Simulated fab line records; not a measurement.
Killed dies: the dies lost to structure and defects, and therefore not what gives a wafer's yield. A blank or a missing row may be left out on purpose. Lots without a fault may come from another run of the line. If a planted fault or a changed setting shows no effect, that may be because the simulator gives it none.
Which of the tools did it?    flow sky130    route of 708 steps, sampled at 1 step: 7 lots, 21 wafers

== WHAT EACH GAUGE READ, for each wafer ==
SKY_VIA2_CD_MEAS_12: the cd target is 200 nm.
lot   measured      on         cd nm (nm)
L429  day 37 08:14  cd sem-02  200.8 202.0 200.5
L431  day 38 08:49  cd sem-01  200.4 200.7 200.0
L433  day 38 18:42  cd sem-01  198.2 198.6 199.5
L436  day 39 14:04  cd sem-02  201.0 200.5 200.7
L441  day 41 13:13  cd sem-01  196.6 197.8 199.5
L445  day 42 10:26  cd sem-02  202.1 201.3 203.5
L447  day 43 02:35  cd sem-02  201.8 200.3 201.1

== WHICH TOOL RAN EACH LOT (tool, then ch and the chambers of the sampled wafers, then the start) ==
Record: no process step prior to these readings.

== THE ANSWER, worked out from the rows above alone ==
Rule: the lots themselves supply what counts as usual. Put in order of their means at a reading, lots are off if they are a third of the lots or fewer, leave a main group of 4 or more, and stand apart from it by a gap of 3 or more times the standard deviation of the main group's means; of several such gaps the widest counts. Not used: any main group whose means are identical at the precision the tables above print for the reading. Also off: a lot with no number at a reading for which 4 or more lots have one. The other lots that the step has rows for count as sound.
No lot is off on any of the readings shown, so nothing can be concluded from this.

== WHAT THE SIMULATOR PUT IN ==
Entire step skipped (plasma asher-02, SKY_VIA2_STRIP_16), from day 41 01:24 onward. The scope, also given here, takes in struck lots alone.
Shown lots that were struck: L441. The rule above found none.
